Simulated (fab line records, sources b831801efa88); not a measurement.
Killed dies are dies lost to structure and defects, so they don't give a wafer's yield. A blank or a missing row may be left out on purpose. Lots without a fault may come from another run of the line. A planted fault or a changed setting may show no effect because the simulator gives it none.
Problem report in the 8D (eight disciplines) form, filled by code | flow sky130 | the parts of the form that need people (team, actions taken, sign-off) are left out

1. THE PROBLEM
killed_at_front_end at SKY_PAD_OPEN_PROBE_99 reads a mean of 71 on 4 wafers of 2 lots; wafers without a fault read 15 with a standard deviation of 4.5. That is +12 standard deviations from the usual mean.
First seen on wafer L146.3, day 49 12:33, on prober-02. The record holds 36 wafers of 12 lots with a number at this step. Rule for "out", or "out of limits": more than 4 standard deviations from the usual mean. The other wafers with a number count as sound.

2. WHAT IT IS AND WHAT IT IS NOT
question                    | is                             | is not
which readings at this step | killed_at_front_end            | killed_at_M0_to_M3, killed_at_M4_up, killed_at_contacts, killed_at_other, killed_open, killed_short
which lots                  | L146, L155                     | L138, L139, L140, L141, L142, L143, L144, L147, L149, L150
which wafers of those lots  | L146.3, L146.5, L155.1, L155.5 | L146.2, L155.2
read on which tools         | prober-01, prober-02           | -
when                        | from day 49 12:33              | up to then (31 sound wafers); but 1 sound wafer of L155 came after

3. SUSPECTS, AND WHAT RULES EACH OUT
Counting: a tool at a process step up to the reading stays a suspect if it ran every lot that is out. Sound lots after the first of them don't rule it out here, since some wafers of a struck lot are sound.
- rie_diel-03 at SKY_POLY_CUT_ETCH_11 (etches Si3N4 in CF4/CH2F2/Ar, stops on poly-Si, time 42.5 s, target depth 60 nm): kept. It ran every lot that is out, first L146 (day 29 08:43); its last sound lot up to then is L149 (day 29 08:26).
- pvd_sputter-04 at SKY_METAL5_SPUTTER_02 (material AlCu, target thk 1150 nm, time 61.2 s): kept. It ran every lot that is out, first L146 (day 46 20:45); its last sound lot up to then is L143 (day 46 17:36).
- rie_metal-03 at SKY_METAL5_DESCUM_14 (chemistry O2, time 11 s): kept. It ran every lot that is out, first L146 (day 47 17:02); its last sound lot up to then is L150 (day 47 13:15).
- Within rie_diel-03 at SKY_POLY_CUT_ETCH_11: the wafers that are out ran in chambers 0, 1; their sound lot-mates ran in chambers 2, 3.
Left after counting: rie_diel-03 at SKY_POLY_CUT_ETCH_11, pvd_sputter-04 at SKY_METAL5_SPUTTER_02, rie_metal-03 at SKY_METAL5_DESCUM_14.

4. THE CAUSE (what the simulator had put in)
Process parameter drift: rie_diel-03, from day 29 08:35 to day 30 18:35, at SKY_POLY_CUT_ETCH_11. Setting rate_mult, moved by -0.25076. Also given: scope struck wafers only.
Counting left 3 suspects, and this tool is among them.

5. THE CHAIN OF EFFECTS, in route order
Each row: a reading whose mean over the struck wafers that have a number lies more than 3 standard deviations from the usual. Only readings for which the record gives a usual standard deviation are gone through. hours: the time from each lot's start at the first step in this table that gives one to its start at this step, as a median over the lots. sigmas: the change in usual standard deviations.
hours | step                  | reading             | usual | on struck wafers | change | sigmas
0     | SKY_PAD_OPEN_PROBE_99 | killed_at_front_end | 15    | 71               | +56    | +12
0     | SKY_PAD_OPEN_PROBE_99 | killed_dies         | 85    | 142              | +58    | +5.9
0     | SKY_PAD_OPEN_PROBE_99 | killed_on_rim       | 17    | 44               | +28    | +6.5
The process steps in it:
- SKY_PAD_OPEN_PROBE_99

6. WHAT WOULD HAVE CAUGHT IT SOONER
In this record the first reading out of limits was taken at day 49 12:33, 484 hours after the fault began at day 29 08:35.
Of the tool readings at SKY_POLY_CUT_ETCH_11 for which the record gives a usual standard deviation, none was out on any struck wafer, so an alarm limit of 4 standard deviations on them would not have fired.
All the lots that are out (2) had begun SKY_POLY_CUT_ETCH_11 on rie_diel-03 by day 49 12:33. A hold on the tool at that time would have spared none of them.
